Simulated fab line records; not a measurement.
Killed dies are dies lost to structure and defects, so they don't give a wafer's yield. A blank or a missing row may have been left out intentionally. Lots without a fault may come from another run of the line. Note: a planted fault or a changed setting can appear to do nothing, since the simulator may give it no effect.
fab line records -- flow sky130 -- part 2 of 2: steps 27 to 36 of 36
record: lots: 5, wafers: 15, last-day: 50
route steps=708 shown VT_ADJUST_HVTP@91 VT_ADJUST_LVTN@97 VT_ADJUST_NCORE@119
lots with no fault: from the same line, run without faults
start-h: start of the lot's first displayed wafer, in hours after the record's first day -- wait-h: hours elapsed since this lot's preceding step -- " as in the row above -- L1.1+2: one row covering several wafers at once -- - no value, or no start given -- * or withheld: withheld -- < > ~ a bound
route shown NAME@n: a module of which the file shows steps, and the number in the route of the first -- usual: mean/standard deviation of fault-free wafers -- same: alike in all rows -- chamber/n: place in a boat -- sites: per-site readings -- _std_site: the standard deviation of these -- _edge_site: mean of outer sites minus mean of inner sites -- radius-mm: for every site, how far away it sits from the centre of the wafer -- mask NAME#n: copy n -- behind: tool/chamber where the wafer was last shaped -- hold: cause of the lot's hold/its duration in hours/its outcome -- device: which transistor (n, p or np) failed to switch -- end of line: the same wafers' tests at the end of the route -- a step given without rows: its recipe and nothing more -- killed: count of dies lost to structure and defects at first sort (not the wafer's yield) -- map: shows each die of a wafer: x if killed, . if not, _ if none is there
set.NAME: the run value of the setting; set.NAME@STEP: its run value at that earlier step -- model.NAME: the simulator's own value behind a step, which no gauge read
certain route steps with their lots: each step a table, each wafer a row
services: from which hour (start-h, from the record's first day; less than 0 if before it) a tool's chamber was out of use, for how many hours, and why
== steps ==
step: SKY_VT_ADJUST_LVTN_STRIP_20
recipe: chemistry: O2/N2, power-w: 1400, pressure-mtorr: 1500, platen-temp-c: withheld, o2-flow-sccm: 3000, n2-flow-sccm: 300, overash-fraction: 0.5
usual: drypump-motor-current-A: 5.7/0.34, oes-product-au: 0.716/0.0046, strip-time-to-endpoint-s: 14.18/0.04
same: overash-fraction: 0.5
lot.wafer,tool,chamber,start-h,wait-h,drypump-motor-current-A,oes-product-au,rf-hours-counter-h,strip-time-to-endpoint-s
L077.2,plasma-asher-03,0,195.22,0.1,6.2,0.719,39,14.17
L077.4,plasma-asher-03,0,195.22,0.1,6.2,0.716,-,14.16
L077.6,plasma-asher-03,1,195.22,0.1,5.8,0.722,-,14.17
L081.2,plasma-asher-01,1,215.07,0.1,5.8,0.714,52,14.19
L081.3,plasma-asher-01,0,215.07,0.1,5.6,0.719,-,14.17
L081.5,plasma-asher-01,1,215.07,0.1,5.9,0.718,-,14.16
L090.1,plasma-asher-01,0,266.82,0.1,5.6,0.720,56,14.18
L090.2,plasma-asher-01,1,266.82,0.1,5.9,0.715,56,14.16
L090.3,plasma-asher-01,0,266.82,0.1,5.6,0.719,-,14.19
L093.1,plasma-asher-03,0,309.76,0.1,6.2,0.712,50,14.10
L093.3,plasma-asher-03,1,309.76,0.1,5.8,0.724,-,14.14
L093.6,plasma-asher-03,0,309.76,0.1,6.2,0.718,-,14.10
L097.1,plasma-asher-03,1,323.72,0.1,5.8,0.714,51,14.23
L097.4,plasma-asher-03,1,323.72,0.1,5.8,0.714,-,14.19
L097.6,plasma-asher-03,0,323.72,0.1,6.2,0.719,-,14.21
step: SKY_VT_ADJUST_LVTN_TW_MEAS_21
usual: VT_ADJUST_LVTN_2_TW: 189.3/1.3
lot.wafer,tool,chamber,start-h,wait-h,VT_ADJUST_LVTN_2_TW
L077.2,film-metro-01,-,195.33,0.1,190.2
L077.4,film-metro-01,-,195.33,0.1,188.9
L077.6,film-metro-01,-,195.33,0.1,188.6
L081.2,film-metro-02,-,215.18,0.1,187.1
L081.3,film-metro-02,-,215.18,0.1,186.6
L081.5,film-metro-02,-,215.18,0.1,187.5
L090.1,film-metro-04,-,266.92,0.1,189.8
L090.2,film-metro-04,-,266.92,0.1,190.3
L090.3,film-metro-04,-,266.92,0.1,189.9
L093.1,film-metro-02,-,309.86,0.1,187.2
L093.3,film-metro-02,-,309.86,0.1,188.8
L093.6,film-metro-02,-,309.86,0.1,187.3
L097.1,film-metro-04,-,323.82,0.1,189.9
L097.4,film-metro-04,-,323.82,0.1,191.6
L097.6,film-metro-04,-,323.82,0.1,192.1
step: SKY_VT_ADJUST_NCORE_DEHYDRATE_00
recipe: temp-c: 200, time-s: 60
usual: exhaust-pa: 44.9/0.9
lot.wafer,tool,chamber,start-h,wait-h,exhaust-pa
L077.2,litho-track-02,0,205.55,10.2,44.4
L077.4,litho-track-02,0,205.55,10.2,44.8
L077.6,litho-track-02,0,205.55,10.2,44.6
L081.2,litho-track-02,0,226.70,11.5,44.9
L081.3,litho-track-02,0,226.70,11.5,45.8
L081.5,litho-track-02,0,226.70,11.5,45.8
L090.1,litho-track-04,0,279.09,12.2,44.4
L090.2,litho-track-04,0,279.09,12.2,44.2
L090.3,litho-track-04,0,279.09,12.2,44.6
L093.1,litho-track-02,0,321.88,12.0,43.5
L093.3,litho-track-02,0,321.88,12.0,44.8
L093.6,litho-track-02,0,321.88,12.0,43.2
L097.1,litho-track-03,0,336.75,12.9,45.0
L097.4,litho-track-03,0,336.75,12.9,44.1
L097.6,litho-track-03,0,336.75,12.9,44.0
step: SKY_VT_ADJUST_NCORE_HMDS_01
recipe: prime-time-s: 60, prime-temp-c: 120
usual: exhaust-pa: 44.8/0.91
lot.wafer,tool,chamber,start-h,wait-h,exhaust-pa
L077.2,litho-track-02,0,205.70,0.1,46.1
L077.4,litho-track-02,0,205.70,0.1,45.7
L077.6,litho-track-02,0,205.70,0.1,45.8
L081.2,litho-track-02,0,226.85,0.1,44.9
L081.3,litho-track-02,0,226.85,0.1,44.5
L081.5,litho-track-02,0,226.85,0.1,44.3
L090.1,litho-track-04,0,279.24,0.1,45.0
L090.2,litho-track-04,0,279.24,0.1,45.0
L090.3,litho-track-04,0,279.24,0.1,44.5
L093.1,litho-track-02,0,322.03,0.1,44.5
L093.3,litho-track-02,0,322.03,0.1,44.0
L093.6,litho-track-02,0,322.03,0.1,45.3
L097.1,litho-track-03,0,336.90,0.1,43.7
L097.4,litho-track-03,0,336.90,0.1,44.5
L097.6,litho-track-03,0,336.90,0.1,45.9
step: SKY_VT_ADJUST_NCORE_COAT_02
recipe: resist: NOVOLAK, spin-rpm: 3000, resist-thk-nm: 1140
usual: exhaust-pa: 45.0/0.79
lot.wafer,tool,chamber,start-h,wait-h,exhaust-pa
L077.2,litho-track-02,0,205.85,0.1,45.1
L077.4,litho-track-02,0,205.85,0.1,45.2
L077.6,litho-track-02,0,205.85,0.1,45.8
L081.2,litho-track-02,0,227.00,0.1,47.1
L081.3,litho-track-02,0,227.00,0.1,44.4
L081.5,litho-track-02,0,227.00,0.1,45.1
L090.1,litho-track-04,0,279.39,0.1,44.8
L090.2,litho-track-04,0,279.39,0.1,46.1
L090.3,litho-track-04,0,279.39,0.1,45.6
L093.1,litho-track-02,0,322.18,0.1,43.6
L093.3,litho-track-02,0,322.18,0.1,45.7
L093.6,litho-track-02,0,322.18,0.1,46.1
L097.1,litho-track-03,0,337.05,0.1,44.4
L097.4,litho-track-03,0,337.05,0.1,45.0
L097.6,litho-track-03,0,337.05,0.1,45.4
step: SKY_VT_ADJUST_NCORE_SOFTBAKE_03
recipe: temp-c: 90, time-s: 60, resist: NOVOLAK
usual: exhaust-pa: 44.8/0.93
lot.wafer,tool,chamber,start-h,wait-h,exhaust-pa
L077.2,litho-track-02,0,206.00,0.1,45.0
L077.4,litho-track-02,0,206.00,0.1,44.7
L077.6,litho-track-02,0,206.00,0.1,45.4
L081.2,litho-track-02,0,227.15,0.1,44.9
L081.3,litho-track-02,0,227.15,0.1,44.1
L081.5,litho-track-02,0,227.15,0.1,44.7
L090.1,litho-track-04,0,279.54,0.1,45.5
L090.2,litho-track-04,0,279.54,0.1,45.8
L090.3,litho-track-04,0,279.54,0.1,45.1
L093.1,litho-track-02,0,322.33,0.1,45.4
L093.3,litho-track-02,0,322.33,0.1,45.3
L093.6,litho-track-02,0,322.33,0.1,44.8
L097.1,litho-track-03,0,337.20,0.1,45.9
L097.4,litho-track-03,0,337.20,0.1,45.9
L097.6,litho-track-03,0,337.20,0.1,45.6
step: SKY_VT_ADJUST_NCORE_EXPOSE_04
recipe: mask-id: LVTN_COMPLEMENT_THIN, na: 0.6, source-shape: conventional, sigma-outer: 0.6, polarization: unpolarized, target-cd-nm: 380, dose-mj: 139
same: na: 0.6, sigma-outer: 0.6
lot.wafer,tool,chamber,start-h,wait-h,mask
L077.2+4+6,iline-stepper-02,0,-,-,LVTN_COMPLEMENT_THIN#0
L081.2+3+5,iline-stepper-01,0,-,-,LVTN_COMPLEMENT_THIN#0
L090.1+2+3,iline-stepper-02,0,-,-,LVTN_COMPLEMENT_THIN#0
L093.1+3+6,iline-stepper-01,0,-,-,LVTN_COMPLEMENT_THIN#0
L097.1+4+6,iline-stepper-01,0,-,-,LVTN_COMPLEMENT_THIN#0
step: SKY_VT_ADJUST_NCORE_PEB_05
recipe: temp-c: withheld, time-s: *, resist: NOVOLAK
usual: exhaust-pa: 45.0/0.92
lot.wafer,tool,chamber,start-h,wait-h,exhaust-pa
L077.2,litho-track-04,0,-,-,44.3
L077.4,litho-track-04,0,-,-,44.4
L077.6,litho-track-04,0,-,-,43.9
L081.2,litho-track-02,0,-,-,46.1
L081.3,litho-track-02,0,-,-,45.4
L081.5,litho-track-02,0,-,-,45.1
L090.1,litho-track-03,0,-,-,44.5
L090.2,litho-track-03,0,-,-,44.8
L090.3,litho-track-03,0,-,-,46.1
L093.1,litho-track-02,0,-,-,45.6
L093.3,litho-track-02,0,-,-,43.7
L093.6,litho-track-02,0,-,-,44.4
L097.1,litho-track-02,0,-,-,44.4
L097.4,litho-track-02,0,-,-,44.1
L097.6,litho-track-02,0,-,-,44.6
step: SKY_VT_ADJUST_NCORE_DEVELOP_06
recipe: resist: NOVOLAK, developer: TMAH, develop-time-s: 60, dev-temp-c: 23
usual: developer-temp-C: 22.98/0.094, exhaust-pa: 45.0/0.88
lot.wafer,tool,chamber,start-h,wait-h,developer-temp-C,exhaust-pa
L077.2,litho-track-04,0,216.82,0.1,23.01,45.7
L077.4,litho-track-04,0,216.82,0.1,23.09,44.3
L077.6,litho-track-04,0,216.82,0.1,22.95,44.7
L081.2,litho-track-02,0,237.50,0.1,23.05,43.7
L081.3,litho-track-02,0,237.50,0.1,23.03,44.4
L081.5,litho-track-02,0,237.50,0.1,22.94,44.1
L090.1,litho-track-03,0,291.50,0.1,22.98,44.8
L090.2,litho-track-03,0,291.50,0.1,22.93,43.9
L090.3,litho-track-03,0,291.50,0.1,22.92,45.1
L093.1,litho-track-02,0,335.78,0.1,23.00,46.0
L093.3,litho-track-02,0,335.78,0.1,22.97,45.7
L093.6,litho-track-02,0,335.78,0.1,22.96,45.1
L097.1,litho-track-02,0,350.18,0.1,22.87,44.8
L097.4,litho-track-02,0,350.18,0.1,22.83,44.1
L097.6,litho-track-02,0,350.18,0.1,22.81,43.9
step: SKY_VT_ADJUST_NCORE_CD_MEAS_07
recipe: target-cd-nm: 380
usual: cd-nm: 380.3/2.5
lot.wafer,tool,chamber,start-h,wait-h,cd-nm
L077.2,cd-sem-02,-,216.96,0.1,378.4
L077.4,cd-sem-02,-,216.96,0.1,378.1
L077.6,cd-sem-02,-,216.96,0.1,377.8
L081.2,cd-sem-02,-,237.65,0.1,378.2
L081.3,cd-sem-02,-,237.65,0.1,376.6
L081.5,cd-sem-02,-,237.65,0.1,375.3
L090.1,cd-sem-01,-,291.65,0.1,380.5
L090.2,cd-sem-01,-,291.65,0.1,380.6
L090.3,cd-sem-01,-,291.65,0.1,381.0
L093.1,cd-sem-01,-,335.93,0.1,379.8
L093.3,cd-sem-01,-,335.93,0.1,381.0
L093.6,cd-sem-01,-,335.93,0.1,381.5
L097.1,cd-sem-01,-,350.33,0.1,383.6
L097.4,cd-sem-01,-,350.33,0.1,385.3
L097.6,cd-sem-01,-,350.33,0.1,382.4
== services ==
tool,chamber,start-h,hours,kind
iline-stepper-01,0,137.70,-,calibration
iline-stepper-02,0,147.24,-,calibration
implanter-01,-,173.02,1.5,repair
plasma-asher-02,-,174.60,5.1,repair
iline-stepper-01,-,202.09,1.7,pm
plasma-asher-01,-,202.18,2.8,pm
plasma-asher-01,-,234.53,14.6,pm
implanter-02,-,286.68,3.6,pm
plasma-asher-03,-,290.01,0.7,repair
iline-stepper-02,-,291.57,1.7,pm
iline-stepper-01,-,301.47,3.9,repair
iline-stepper-01,-,305.61,5.9,repair
iline-stepper-02,-,339.04,8.8,repair
implanter-02,-,346.03,2.7,repair
iline-stepper-01,0,349.95,-,calibration
